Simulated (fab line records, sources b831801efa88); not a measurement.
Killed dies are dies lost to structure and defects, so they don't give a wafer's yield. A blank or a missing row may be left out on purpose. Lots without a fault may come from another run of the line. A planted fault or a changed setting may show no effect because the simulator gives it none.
Tool commonality check | flow gf180mcu | 13 lots, 39 wafers sampled

WHY IT WAS OPENED
At GF_PSD_RS_MEAS_14 the reading NSD_RS is flagged on 2 of 13 lots. Wafers without a fault read 46.15 ohm/sq, standard deviation 0.083.
Rule: a lot is flagged when every wafer of it that has a number lies more than 4 standard deviations from that mean, or none has a number. The other lots count as sound.

lot  | measured     | on            | NSD_RS (ohm/sq), wafer by wafer | flag
L938 | day 14 04:34 | film_metro-03 | 46.07 46.19 46.05               |
L939 | day 14 16:29 | film_metro-04 | 46.21 46.15 45.95               |
L940 | day 14 19:59 | film_metro-01 | 46.22 46.27 46.16               |
L943 | day 15 16:00 | film_metro-04 | 46.30 46.20 46.34               |
L944 | day 16 02:52 | film_metro-01 | 43.02 43.07 42.98               | FLAGGED
L945 | day 16 10:31 | film_metro-03 | 42.93 43.04 42.94               | FLAGGED
L952 | day 18 22:44 | film_metro-03 | 46.24 46.13 46.10               |
L953 | day 19 08:22 | film_metro-04 | 46.05 45.97 46.03               |
L956 | day 20 11:13 | film_metro-01 | 46.06 46.15 46.09               |
L957 | day 20 20:18 | film_metro-03 | 46.14 46.13 46.27               |
L958 | day 21 09:15 | film_metro-03 | 46.14 46.02 46.10               |
L960 | day 22 10:37 | film_metro-04 | 46.09 46.20 46.26               |
L961 | day 22 23:13 | film_metro-03 | 46.14 46.06 45.95               |
The numbers of the flagged lots are 43.00 ohm/sq on average: -3.15 ohm/sq against the usual, or -38 standard deviations.

WHICH TOOL RAN EACH LOT
The record holds 1 process step before the reading, out of a route of 602 steps. In each cell: the tool, then ch and the chambers that the sampled wafers went through, then the start.
lot  | flag    | GF_PSD_RTA_13
L938 |         | rtp_anneal-02 ch 0, day 14 04:29
L939 |         | rtp_anneal-02 ch 0, day 14 16:23
L940 |         | rtp_anneal-02 ch 0, day 14 19:54
L943 |         | rtp_anneal-01 ch 0, day 15 15:55
L944 | FLAGGED | rtp_anneal-02 ch 0, day 16 02:47
L945 | FLAGGED | rtp_anneal-02 ch 0, day 16 10:26
L952 |         | rtp_anneal-01 ch 0, day 18 22:39
L953 |         | rtp_anneal-02 ch 0, day 19 08:17
L956 |         | rtp_anneal-02 ch 0, day 20 11:08
L957 |         | rtp_anneal-01 ch 0, day 20 20:13
L958 |         | rtp_anneal-02 ch 0, day 21 09:10
L960 |         | rtp_anneal-02 ch 0, day 22 10:32
L961 |         | rtp_anneal-02 ch 0, day 22 23:08
What these steps do:
- GF_PSD_RTA_13: time 20 s.
- GF_PSD_RS_MEAS_14: measures by four-point-probe.

FLAGGED OVER TOTAL, TOOL BY TOOL (the gauges that took the reading come last)
step              | tool          | lots run | flagged | share of the flagged lots | sound lots run after its first flagged lot
GF_PSD_RTA_13     | rtp_anneal-01 | 3        | 0       | none                      | -
GF_PSD_RTA_13     | rtp_anneal-02 | 10       | 2       | all                       | 5 (L953,L956,L958,L960,L961)
GF_PSD_RS_MEAS_14 | film_metro-01 | 3        | 1       | some                      | 1 (L956)
GF_PSD_RS_MEAS_14 | film_metro-03 | 6        | 1       | some                      | 4 (L952,L957,L958,L961)
GF_PSD_RS_MEAS_14 | film_metro-04 | 4        | 0       | none                      | -

WHAT THE TABLE ALLOWS
1 row of the table ran every flagged lot: rtp_anneal-02 at GF_PSD_RTA_13.
- rtp_anneal-02 at GF_PSD_RTA_13: 2 of its 10 lots flagged. Sound lots ran on it after the first flagged one (L953, L956, L958, L960, L961), which a lasting fault on the whole tool wouldn't allow. Its own readings lie more than 4 standard deviations out on every wafer of the flagged lots: wafer_temp_C_max.
No row of the table ran every flagged lot and no sound lot after the first.

WHAT THE SIMULATOR HAD PUT IN
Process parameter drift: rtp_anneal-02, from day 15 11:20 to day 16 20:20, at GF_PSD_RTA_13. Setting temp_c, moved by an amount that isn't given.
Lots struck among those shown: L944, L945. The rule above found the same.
